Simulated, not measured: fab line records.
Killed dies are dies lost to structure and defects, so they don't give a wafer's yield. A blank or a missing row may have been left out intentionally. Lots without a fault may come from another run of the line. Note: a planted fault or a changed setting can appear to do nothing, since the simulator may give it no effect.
Problem report in the 8D (eight disciplines) form, filled by code    flow sky130    the parts of the form that need people (team, actions taken, sign-off) are left out

== 1. PROBLEM STATEMENT ==
Wafers with no fault read 0.856 a.u. with a standard deviation of 0.0052, whereas oesProductAu at SKY_METAL2_ETCH_18 reads a mean of 0.985 a.u. on 1 wafer of 1 lot. Relative to the usual mean, that is a shift of +25 standard deviations.
The step: etches BARC in N2/H2, stops on SiO2, time 45.9 s, target depth 60 nm.
First seen on wafer L387.5, day 40 06:39, on rieMetal-02. The record has a number at this step for 37 wafers belonging to 13 lots. Rule for "out" (also "out of limits"): further than 4 standard deviations from the usual mean. The other wafers with a number count as sound.

== 2. WHAT IT IS, WHAT IT ISN'T ==
question                     is                        is not
which readings at this step  oesProductAu, runLengthS  drypumpMotorCurrentA, n2FlowSccm, throttleValvePct
which lots                   L387                      L375, L377, L378, L379, L380, L381, L383, L388, L391, L392, L396, L398
which wafers of those lots   all that have a number    -
read on which tools          rieMetal-02               rieMetal-01, rieMetal-04
when                         from day 40 06:39         up to then (24 sound wafers); but 12 sound wafers of L391, L392, L396, L398 came after

== 3. WHAT RULES OUT EACH SUSPECT ==
Counting: a tool stays on the suspect list if, at a process step up to the reading, it processed all lots that are out and no sound lot following the first of them.
- pvdSputter-02 at SKY_METAL1_SPUTTER_04 (material TiN, target thk 70 nm, time 58.3 s): ruled out as a lasting fault. Following L387 (day 36 20:28), the first lot on it that is out, the sound lots L392 were run on it.
- rieMetal-02 at SKY_METAL2_DESCUM_17 (chemistry O2, time 8 s): kept. It ran the lot that is out, L387 (day 40 06:36), and no sound lot after that; its last sound lot up to then is L383 (day 38 20:08).
- rieMetal-02 at SKY_METAL2_ETCH_18 (etches BARC in N2/H2, stops on SiO2, time 45.9 s, target depth 60 nm): kept. It ran the lot that is out, L387 (day 40 06:39), and no sound lot after that; its last sound lot up to then is L383 (day 38 20:13). Its own oesProductAu, runLengthS readings are out on those wafers.
After counting, rieMetal-02 at SKY_METAL2_DESCUM_17 and rieMetal-02 at SKY_METAL2_ETCH_18 remain.

== 4. THE CAUSE (what the simulator had put in) ==
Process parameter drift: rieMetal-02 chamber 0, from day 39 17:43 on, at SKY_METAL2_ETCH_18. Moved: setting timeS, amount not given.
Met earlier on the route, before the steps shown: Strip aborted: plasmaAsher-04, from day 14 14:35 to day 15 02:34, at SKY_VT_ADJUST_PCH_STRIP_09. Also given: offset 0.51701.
Counting left 2 suspects, and this tool is among them.

== 5. SEQUENCE OF EFFECTS, ordered by route ==
One row per reading whose mean, taken over the struck wafers that have a number, lies over 3 standard deviations from the usual. Readings are gone through only where the record gives a usual standard deviation; hours: the median, over the lots, of the time from a lot's start at the first step in this table giving one to that lot's start at this step; sigmas: the change measured in usual standard deviations.
hours  step                reading       usual       on struck wafers  change  sigmas
0      SKY_METAL2_ETCH_18  oesProductAu  0.856 a.u.  0.985             +0.129  +25
0      SKY_METAL2_ETCH_18  runLengthS    74.4 s      68.3              -6.1    -11
Process steps it contains:
- SKY_METAL2_ETCH_18: etches BARC in N2/H2, stops on SiO2, time 45.9 s, target depth 60 nm.
Readings that are blank on the struck wafers while sound wafers have them: rfFwdPowerW at SKY_METAL2_ETCH_18.
Later steps that measure or inspect, where all struck wafers having a row at the step show a number for every such reading and not one has moved that far: SKY_VIA2_THK_MEAS_01.

== 6. WHAT WOULD HAVE CAUGHT IT SOONER ==
In this record the first reading out of limits was taken at day 40 06:39, 13 hours after the fault began at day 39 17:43.
